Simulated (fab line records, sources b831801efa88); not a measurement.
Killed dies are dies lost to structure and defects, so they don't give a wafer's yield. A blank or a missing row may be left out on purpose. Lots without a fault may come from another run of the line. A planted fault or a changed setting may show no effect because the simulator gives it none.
fab line records | flow gf180mcu | part 1 of 2: steps 1 to 32 of 42
record lots=5 wafers=15 last_day=34
route steps=602 shown M2@366 V2@382
lots that met no fault: from a run of the same line without faults
start_h: hours from the record's first day to the start of the lot's first wafer shown | wait_h: hours since the lot's step before | " the same as in the row above | L1.1+2: a row that stands for several wafers | - no value, or no start given | * or withheld: withheld | < > ~ a bound
route shown NAME@n: a module of which the file shows steps, and the number in the route of the first | usual: mean/standard deviation of fault-free wafers | same: alike in all rows | chamber/n: place in a boat | sites: the reading at each site | _std_site: their standard deviation | _edge_site: outer sites' mean less inner sites' | radius_mm: how far each site lies from the wafer's centre | mask NAME#n: copy n | behind: the tool/chamber that last shaped the wafer | hold: why the lot was held/for how many hours/how that ended | device: the transistor (n, p or np) that didn't switch | end of line: the same wafers' tests at the end of the route | a step without rows: its recipe alone | killed: dies lost to structure and defects at the first sort, not the wafer's yield | map: a wafer's dies, x killed, . not, _ none there
set.NAME: the setting as run; set.NAME@STEP: as run at that earlier step | model.NAME: the simulator's own value behind a step, which no gauge read
lots at some steps of the route; a table a step, a row a wafer
services: from which hour (start_h, from the record's first day; less than 0 if before it) a tool's chamber was out of use, for how many hours, and why
## steps
# step GF_M2_SPUTTER_04
# recipe material=TiN target_thk_nm=50 power_w=6500 time_s=41.7 chamber_pressure_pa=0.4
# usual throttle_valve_pct=30.0/0.97
# columns lot.wafer tool chamber start_h wait_h throttle_valve_pct
L076.1 pvd_sputter-02 - 433.30 0.0 30.9
L076.3 " - " " 30.3
L076.4 " - " " 31.3
L083.3 pvd_sputter-03 - 501.50 0.0 29.6
L083.5 " - " " 30.5
L083.6 " - " " 29.3
L087.3 pvd_sputter-03 - 531.50 0.0 29.5
L087.4 " - " " 29.4
L087.6 " - " " 30.6
L088.4 pvd_sputter-03 - 538.40 0.0 31.0
L088.5 " - " " 29.6
L088.6 " - " " 31.0
L096.1 pvd_sputter-03 - 596.45 0.0 30.9
L096.2 " - " " 30.4
L096.6 " - " " 29.6
# step GF_M2_RS_MEAS_05
# recipe thk_meas_gauge=four-point-probe reads=TiN_of_M2_SPUTTER_04+Ti_of_M2_SPUTTER_03+AlCu_of_M2_SPUTTER_02+TiN_of_M2_SPUTTER_01+Ti_of_M2_SPUTTER_00
# usual M2_ALCU_RS=0.0700/0.0011
# columns lot.wafer tool chamber start_h wait_h M2_ALCU_RS[ohm/sq]
L076.1 film_metro-04 - 433.34 0.0 0.0705
L076.3 " - " " 0.0707
L076.4 " - " " 0.0713
L083.3 film_metro-03 - 501.58 0.1 0.0700
L083.5 " - " " 0.0709
L083.6 " - " " 0.0702
L087.3 film_metro-03 - 531.58 0.1 0.0689
L087.4 " - " " 0.0705
L087.6 " - " " 0.0713
L088.4 film_metro-03 - 538.50 0.1 0.0714
L088.5 " - " " 0.0700
L088.6 " - " " 0.0710
L096.1 film_metro-04 - 596.49 0.0 0.0702
L096.2 " - " " 0.0708
L096.6 " - " " 0.0687
# step GF_M2_THK_MEAS_06
# recipe thk_meas_gauge=xrf reads=AlCu_of_M2_SPUTTER_02
# usual M2_ALCU_THK=447/7.1
# columns lot.wafer tool chamber start_h wait_h M2_ALCU_THK[nm]
L076.1 film_metro-04 - 433.46 0.1 443
L076.3 " - " " 444
L076.4 " - " " 438
L083.3 film_metro-03 - 501.68 0.1 446
L083.5 " - " " 439
L083.6 " - " " 445
L087.3 film_metro-03 - 531.68 0.1 451
L087.4 " - " " 441
L087.6 " - " " 437
L088.4 film_metro-03 - 538.59 0.1 435
L088.5 " - " " 445
L088.6 " - " " 440
L096.1 film_metro-04 - 596.61 0.1 446
L096.2 " - " " 441
L096.6 " - " " 456
# step GF_M2_DEHYDRATE_07
# recipe temp_c=200 time_s=60
# columns lot.wafer tool chamber start_h wait_h
L076.1+3+4 litho_track-02 0 444.93 11.5
L083.3+5+6 litho_track-02 0 512.83 11.1
L087.3+4+6 litho_track-03 0 542.23 10.5
L088.4+5+6 litho_track-02 0 549.41 10.8
L096.1+2+6 litho_track-01 0 606.55 9.9
# step GF_M2_HMDS_08
# recipe prime_time_s=60 prime_temp_c=120
# usual prime_temp_c=119.99/0.13
# columns lot.wafer tool chamber start_h wait_h prime_temp_c
L076.1 litho_track-02 0 445.08 0.1 120.25
L076.3 " 0 " " 120.08
L076.4 " 0 " " 120.03
L083.3 litho_track-02 0 512.98 0.1 120.02
L083.5 " 0 " " 119.98
L083.6 " 0 " " 119.96
L087.3 litho_track-03 0 542.38 0.1 120.09
L087.4 " 0 " " 120.03
L087.6 " 0 " " 120.23
L088.4 litho_track-02 0 549.56 0.1 120.15
L088.5 " 0 " " 120.21
L088.6 " 0 " " 120.11
L096.1 litho_track-01 0 606.70 0.1 119.76
L096.2 " 0 " " 119.84
L096.6 " 0 " " 119.82
# step GF_M2_COAT_09
# recipe resist=KrF spin_rpm=withheld resist_thk_nm=1000
# columns lot.wafer tool chamber start_h wait_h
L076.1+3+4 litho_track-02 0 445.23 0.1
L083.3+5+6 litho_track-02 0 513.13 0.1
L087.3+4+6 litho_track-03 0 542.53 0.1
L088.4+5+6 litho_track-02 0 549.71 0.1
L096.1+2+6 litho_track-01 0 606.85 0.1
# step GF_M2_SOFTBAKE_10
# recipe temp_c=130 time_s=60 resist=KrF
# columns lot.wafer tool chamber start_h wait_h
L076.1+3+4 litho_track-02 0 445.38 0.1
L083.3+5+6 litho_track-02 0 513.28 0.1
L087.3+4+6 litho_track-03 0 542.68 0.1
L088.4+5+6 litho_track-02 0 549.86 0.1
L096.1+2+6 litho_track-01 0 607.00 0.1
# step GF_M2_EXPOSE_11
# recipe mask_id=Metal2 target_cd_nm=280 na=0.68 source_shape=conventional sigma_outer=0.6 dose_mj=28
# columns lot.wafer tool chamber start_h wait_h mask
L076.1+3+4 krf_scanner-02 0 - - Metal2#0
L083.3+5+6 krf_scanner-02 0 - - Metal2#0
L087.3+4+6 krf_scanner-02 0 - - Metal2#0
L088.4+5+6 krf_scanner-01 0 - - Metal2#0
L096.1+2+6 krf_scanner-01 0 - - Metal2#0
# step GF_M2_PEB_12
# recipe peb_temp_c=135 peb_time_s=90 resist=KrF
# columns lot.wafer tool chamber start_h wait_h
L076.1+3+4 litho_track-02 0 - -
L083.3+5+6 litho_track-03 0 - -
L087.3+4+6 litho_track-02 0 - -
L088.4+5+6 litho_track-03 0 - -
L096.1+2+6 litho_track-03 0 - -
# step GF_M2_DEVELOP_13
# recipe develop_time_s=60 dev_temp_c=21
# columns lot.wafer tool chamber start_h wait_h
L076.1+3+4 litho_track-02 0 457.73 0.2
L083.3+5+6 litho_track-03 0 524.74 0.1
L087.3+4+6 litho_track-02 0 553.88 0.1
L088.4+5+6 litho_track-03 0 561.01 0.1
L096.1+2+6 litho_track-03 0 617.33 0.2
# step GF_M2_CD_MEAS_14
# recipe target_cd_nm=280
# usual cd_nm=280.2/1.2
# columns lot.wafer tool chamber start_h wait_h cd_nm
L076.1 cd_sem-01 - 457.88 0.1 279.2
L076.3 " - " " 279.6
L076.4 " - " " 278.2
L083.3 cd_sem-01 - 524.88 0.1 279.5
L083.5 " - " " 280.5
L083.6 " - " " 279.7
L087.3 cd_sem-02 - 554.02 0.1 280.7
L087.4 " - " " 281.5
L087.6 " - " " 281.4
L088.4 cd_sem-01 - 561.14 0.1 278.7
L088.5 " - " " 279.1
L088.6 " - " " 279.5
L096.1 cd_sem-02 - 617.48 0.1 279.6
L096.2 " - " " 279.3
L096.6 " - " " 279.8
# step GF_M2_OVL_MEAS_15
# usual M2_OVL=5/5
# columns lot.wafer tool chamber start_h wait_h M2_OVL[nm]
L076.1 overlay-02 - 458.00 0.1 6
L076.3 " - " " 4
L076.4 " - " " 4
L083.3 overlay-02 - 524.97 0.1 4
L083.5 " - " " 6
L083.6 " - " " -4
L087.3 overlay-02 - 554.11 0.1 4
L087.4 " - " " 1
L087.6 " - " " -1
L088.4 overlay-01 - 561.22 0.1 13
L088.5 " - " " 5
L088.6 " - " " 17
L096.1 overlay-01 - 617.60 0.1 4
L096.2 " - " " 7
L096.6 " - " " 3
# step GF_M2_METAL_ETCH_16
# recipe chemistry=Cl2/BCl3 mask_material=KrF target_depth_nm=750.8 stop_on=SiO2 pressure_mtorr=8 icp_w=800 bias_w=140 Cl2_flow_sccm=80 bcl3_flow_sccm=40 time_s=125.1
# usual drypump_motor_current_A=5.8/0.48 oes_product_au=0.987/0.0082 throttle_valve_pct=28.233/0.012
# columns lot.wafer tool chamber start_h wait_h drypump_motor_current_A oes_product_au rf_hours_counter_h throttle_valve_pct
L076.1 rie_metal-04 1 458.04 0.0 6.0 0.983 0 28.232
L076.3 " 1 " " 6.0 0.989 - 28.235
L076.4 " 1 " " 6.0 0.993 - 28.238
L083.3 rie_metal-02 0 525.03 0.1 6.6 0.979 - 28.233
L083.5 " 1 " " 5.1 1.004 - 28.225
L083.6 " 0 " " 6.6 0.983 - 28.250
L087.3 rie_metal-04 1 554.22 0.1 6.0 0.983 - 28.226
L087.4 " 1 " " 6.0 0.989 - 28.238
L087.6 " 1 " " 6.0 0.981 - 28.224
L088.4 rie_metal-01 1 561.37 0.1 5.4 0.984 - 28.265
L088.5 " 1 " " 5.5 0.980 - 28.256
L088.6 " 1 " " 5.4 0.992 - 28.247
L096.1 rie_metal-01 0 617.64 0.0 5.7 0.975 2 28.241
L096.2 " 1 " " 5.4 0.978 10 28.259
L096.6 " 1 " " 5.4 0.973 - 28.249
# step GF_M2_STRIP_17
# recipe chemistry=O2/N2 power_w=1400 pressure_mtorr=1500 platen_temp_c=250 o2_flow_sccm=3000 n2_flow_sccm=300 overash_fraction=0.5
# usual drypump_motor_current_A=5.4/0.32 heater_power_w=317/21 oes_product_au=0.539/0.0062 platen_temp_c=250.00/0.18 strip_time_to_endpoint_s=7.40/0.078
# columns lot.wafer tool chamber start_h wait_h drypump_motor_current_A heater_power_w oes_product_au platen_temp_c rf_hours_counter_h strip_time_to_endpoint_s
L076.1 plasma_asher-02 1 458.30 0.2 5.3 313 0.535 250.12 3 7.39
L076.3 " 0 " " 5.6 335 0.539 249.85 - 7.38
L076.4 " 1 " " 5.3 313 0.540 250.02 - 7.37
L083.3 plasma_asher-04 0 525.15 0.1 6.0 320 0.546 249.83 - 7.45
L083.5 " 1 " " 5.7 330 0.534 249.97 - 7.26
L083.6 " 0 " " 6.0 327 0.545 250.08 - 7.47
L087.3 plasma_asher-04 0 554.43 0.2 5.9 322 0.539 250.39 - 7.42
L087.4 " 1 " " 5.7 332 0.541 249.98 - 7.46
L087.6 " 1 " " 5.6 331 0.537 250.00 - 7.50
L088.4 plasma_asher-04 1 561.53 0.1 5.6 323 0.542 250.31 - 7.44
L088.5 " 0 " " 6.0 337 0.535 249.84 - 7.45
L088.6 " 1 " " 5.6 326 0.543 250.11 - 7.44
L096.1 plasma_asher-04 0 617.77 0.1 6.0 331 0.540 249.83 50 7.47
L096.2 " 1 " " 5.6 324 0.540 249.97 50 7.51
L096.6 " 0 " " 6.0 328 0.553 249.87 - 7.51
# step GF_M2_STRIP_18
# recipe chemistry=post_etch_residue_remover time_s=1200 temp_c=72.5
# columns lot.wafer tool chamber start_h wait_h
L076.1+3+4 wet_bench-01 3 458.40 0.1
L083.3+5+6 wet_bench-03 1 525.22 0.0
L087.3+4+6 wet_bench-01 2 554.50 0.0
L088.4+5+6 wet_bench-02 0 561.60 0.0
L096.1+2+6 wet_bench-02 3 617.87 0.1
# step GF_M2_CLEAN_19
# recipe chemistry=DIW dry=n2_spin
# columns lot.wafer tool chamber start_h wait_h
L076.1+3+4 wet_bench-03 2 458.74 0.0
L083.3+5+6 wet_bench-02 1 525.56 0.0
L087.3+4+6 wet_bench-03 3 554.84 0.0
L088.4+5+6 wet_bench-03 3 561.94 0.0
L096.1+2+6 wet_bench-03 2 618.24 0.0
# step GF_V2_CVD_00
# recipe material=SiO2 target_thk_nm=600 sigma_open_frac=0.3 temp_c=400 time_s=100 sih4_flow_sccm=60 pressure_mtorr=6
# columns lot.wafer tool chamber start_h wait_h
L076.1+3+4 hdpcvd-01 0,1,0 458.84 0.0
L083.3+5+6 hdpcvd-01 1,1,2 525.65 0.0
L087.3+4+6 hdpcvd-01 0,1,2 554.93 0.0
L088.4+5+6 hdpcvd-01 2,0,1 562.07 0.0
L096.1+2+6 hdpcvd-01 2,0,0 618.34 0.0
# step GF_V2_THK_MEAS_01
# recipe reads=SiO2_of_V2_CVD_00
# usual V2_CVD_00_THK=603/9.4
# columns lot.wafer tool chamber start_h wait_h V2_CVD_00_THK[nm]
L076.1 film_metro-02 - 458.91 0.0 601
L076.3 " - " " 614
L076.4 " - " " 598
L083.3 film_metro-02 - 525.75 0.1 605
L083.5 " - " " 608
L083.6 " - " " 606
L087.3 film_metro-01 - 555.02 0.1 614
L087.4 " - " " 609
L087.6 " - " " 612
L088.4 film_metro-01 - 562.13 0.0 605
L088.5 " - " " 614
L088.6 " - " " 603
L096.1 film_metro-02 - 618.41 0.0 608
L096.2 " - " " 616
L096.6 " - " " 610
# step GF_V2_CVD_02
# recipe material=SiO2 target_thk_nm=850 precursor=TEOS temp_c=400 time_s=94.851 rf_w=600
# usual heater_power_outer_w=390/61 heater_power_w=679/73
# columns lot.wafer tool chamber start_h wait_h heater_power_outer_w heater_power_w
L076.1 pecvd-03 2 458.97 0.1 371 737
L076.3 " 1 " " 344 646
L076.4 " 2 " " 272 601
L083.3 pecvd-03 0 525.79 0.0 374 621
L083.5 " 1 " " 337 636
L083.6 " 2 " " 383 755
L087.3 pecvd-02 1 555.06 0.0 450 706
L087.4 " 0 " " 414 696
L087.6 " 2 " " 475 782
L088.4 pecvd-03 2 562.20 0.1 326 663
L088.5 " 0 " " 400 658
L088.6 " 1 " " 269 547
L096.1 pecvd-01 0 618.47 0.1 327 563
L096.2 " 2 " " 503 856
L096.6 " 1 " " 355 590
# step GF_V2_THK_MEAS_03
# recipe reads=SiO2_of_V2_CVD_02
# usual V2_CVD_02_THK=852/11
# columns lot.wafer tool chamber start_h wait_h V2_CVD_02_THK[nm]
L076.1 film_metro-01 - 459.04 0.0 855
L076.3 " - " " 849
L076.4 " - " " 867
L083.3 film_metro-01 - 525.88 0.1 835
L083.5 " - " " 853
L083.6 " - " " 872
L087.3 film_metro-04 - 555.15 0.1 849
L087.4 " - " " 872
L087.6 " - " " 858
L088.4 film_metro-02 - 562.26 0.0 869
L088.5 " - " " 848
L088.6 " - " " 853
L096.1 film_metro-01 - 618.54 0.0 832
L096.2 " - " " 851
L096.6 " - " " 857
# step GF_V2_CMP_04
# recipe material=SiO2 down_force_psi=4 platen_rpm=60 pad_velocity_m_s=0.94248
# usual edge_zone_pressure_frac=1.000/0.0053 motor_current_A=11.9/0.71 time_to_endpoint_s=82/7.3
# columns lot.wafer tool chamber start_h wait_h edge_zone_pressure_frac motor_current_A time_to_endpoint_s
L076.3 cmp-02 1 459.15 0.1 1.000 11.6 84
L076.1 " 2 " " 1.005 11.6 89
L076.4 " 3 " " 0.998 10.7 92
L083.3 cmp-01 0 526.31 0.4 0.995 13.1 72
L083.5 " 2 " " 0.987 12.3 87
L083.6 " 3 " " 1.005 11.7 92
L087.4 cmp-01 2 555.24 0.1 0.992 12.2 94
L087.3 " 3 " " 1.003 11.3 83
L087.6 " 2 " " 0.999 12.3 88
L088.4 cmp-01 1 562.29 0.0 1.002 10.6 80
L088.5 " 1 " " 1.007 11.3 72
L088.6 " 2 " " 0.999 12.4 83
L096.1 cmp-02 1 618.60 0.1 0.997 10.8 82
L096.2 " 3 " " 0.994 11.9 86
L096.6 " 1 " " 1.001 12.4 94
# step GF_V2_BOW_MEAS_05
# recipe mode=bow
# usual V2_BOW=98/8.1
# columns lot.wafer tool chamber start_h wait_h V2_BOW[um]
L076.1 film_metro-04 - 459.40 0.1 91
L076.3 " - " " 98
L076.4 " - " " 104
L083.3 film_metro-04 - 526.55 0.2 88
L083.5 " - " " 99
L083.6 " - " " 74
L087.3 film_metro-01 - 555.53 0.2 91
L087.4 " - " " 97
L087.6 " - " " 94
L088.4 film_metro-04 - 562.65 0.3 106
L088.5 " - " " 85
L088.6 " - " " 93
L096.1 film_metro-04 - 618.90 0.2 98
L096.2 " - " " 105
L096.6 " - " " 85
# step GF_V2_DEHYDRATE_06
# recipe temp_c=200 time_s=60
# columns lot.wafer tool chamber start_h wait_h
L076.1+3+4 litho_track-01 0 470.61 11.2
L083.3+5+6 litho_track-01 0 537.71 11.1
L087.3+4+6 litho_track-03 0 565.78 10.2
L088.4+5+6 litho_track-03 0 573.31 10.6
L096.1+2+6 litho_track-04 0 628.35 9.4
# step GF_V2_HMDS_07
# recipe prime_time_s=60 prime_temp_c=120
# usual prime_temp_c=119.96/0.12
# columns lot.wafer tool chamber start_h wait_h prime_temp_c
L076.1 litho_track-01 0 470.76 0.1 120.00
L076.3 " 0 " " 120.01
L076.4 " 0 " " 120.15
L083.3 litho_track-01 0 537.86 0.1 120.11
L083.5 " 0 " " 119.88
L083.6 " 0 " " 119.85
L087.3 litho_track-03 0 565.93 0.1 119.87
L087.4 " 0 " " 119.80
L087.6 " 0 " " 120.04
L088.4 litho_track-03 0 573.46 0.1 119.78
L088.5 " 0 " " 119.94
L088.6 " 0 " " 120.05
L096.1 litho_track-04 0 628.50 0.1 119.92
L096.2 " 0 " " 119.84
L096.6 " 0 " " 119.96
# step GF_V2_COAT_08
# recipe resist=BARC temp_c=withheld time_s=withheld spin_rpm=withheld resist_thk_nm=withheld
# columns lot.wafer tool chamber start_h wait_h
L076.1+3+4 litho_track-01 0 470.91 0.1
L083.3+5+6 litho_track-01 0 538.01 0.1
L087.3+4+6 litho_track-03 0 566.08 0.1
L088.4+5+6 litho_track-03 0 573.61 0.1
L096.1+2+6 litho_track-04 0 628.65 0.1
# step GF_V2_COAT_09
# recipe resist=KrF spin_rpm=withheld resist_thk_nm=1000
# columns lot.wafer tool chamber start_h wait_h
L076.1+3+4 litho_track-01 0 - -
L083.3+5+6 litho_track-01 0 - -
L087.3+4+6 litho_track-03 0 - -
L088.4+5+6 litho_track-03 0 - -
L096.1+2+6 litho_track-04 0 - -
# step GF_V2_SOFTBAKE_10
# recipe temp_c=130 time_s=60 resist=KrF
# columns lot.wafer tool chamber start_h wait_h
L076.1+3+4 litho_track-01 0 - -
L083.3+5+6 litho_track-01 0 - -
L087.3+4+6 litho_track-03 0 - -
L088.4+5+6 litho_track-03 0 - -
L096.1+2+6 litho_track-04 0 - -
# step GF_V2_EXPOSE_11
# recipe mask_id=Via2 target_cd_nm=260 na=0.68 source_shape=conventional sigma_outer=0.6 dose_mj=38
# columns lot.wafer tool chamber start_h wait_h mask
L076.1+3+4 krf_scanner-01 0 - - Via2#0
L083.3+5+6 krf_scanner-01 0 - - Via2#0
L087.3+4+6 krf_scanner-02 0 - - Via2#0
L088.4+5+6 krf_scanner-01 0 - - Via2#0
L096.1+2+6 krf_scanner-02 0 - - Via2#0
# step GF_V2_PEB_12
# recipe peb_temp_c=135 peb_time_s=90 resist=KrF
# columns lot.wafer tool chamber start_h wait_h
L076.1+3+4 litho_track-03 0 - -
L083.3+5+6 litho_track-04 0 - -
L087.3+4+6 litho_track-01 0 - -
L088.4+5+6 litho_track-01 0 - -
L096.1+2+6 litho_track-01 0 - -
# step GF_V2_DEVELOP_13
# recipe develop_time_s=60 resist=KrF dev_temp_c=21
# columns lot.wafer tool chamber start_h wait_h
L076.1+3+4 litho_track-03 0 483.34 0.2
L083.3+5+6 litho_track-04 0 549.60 0.1
L087.3+4+6 litho_track-01 0 577.05 0.1
L088.4+5+6 litho_track-01 0 584.58 0.1
L096.1+2+6 litho_track-01 0 638.80 0.2
# step GF_V2_CD_MEAS_14
# recipe target_cd_nm=260
# usual cd_nm=259.6/1.4
# columns lot.wafer tool chamber start_h wait_h cd_nm
L076.1 cd_sem-01 - 483.49 0.1 259.6
L076.3 " - " " 258.7
L076.4 " - " " 259.1
L083.3 cd_sem-01 - 549.74 0.1 259.2
L083.5 " - " " 258.5
L083.6 " - " " 259.4
L087.3 cd_sem-02 - 577.19 0.1 260.6
L087.4 " - " " 261.6
L087.6 " - " " 261.7
L088.4 cd_sem-02 - 584.71 0.1 259.8
L088.5 " - " " 260.8
L088.6 " - " " 260.3
L096.1 cd_sem-02 - 640.39 1.6 258.2
L096.2 " - " " 257.6
L096.6 " - " " 259.6
# step GF_V2_OVL_MEAS_15
# usual V2_OVL=6/4.7
# columns lot.wafer tool chamber start_h wait_h V2_OVL[nm]
L076.1 overlay-01 - 483.61 0.1 8
L076.3 " - " " 1
L076.4 " - " " 8
L083.3 overlay-02 - 549.84 0.1 11
L083.5 " - " " 14
L083.6 " - " " 5
L087.3 overlay-02 - 577.29 0.1 15
L087.4 " - " " 14
L087.6 " - " " 10
L088.4 overlay-02 - 584.79 0.1 8
L088.5 " - " " 0
L088.6 " - " " -1
L096.1 overlay-01 - 640.51 0.1 -1
L096.2 " - " " 1
L096.6 " - " " -7
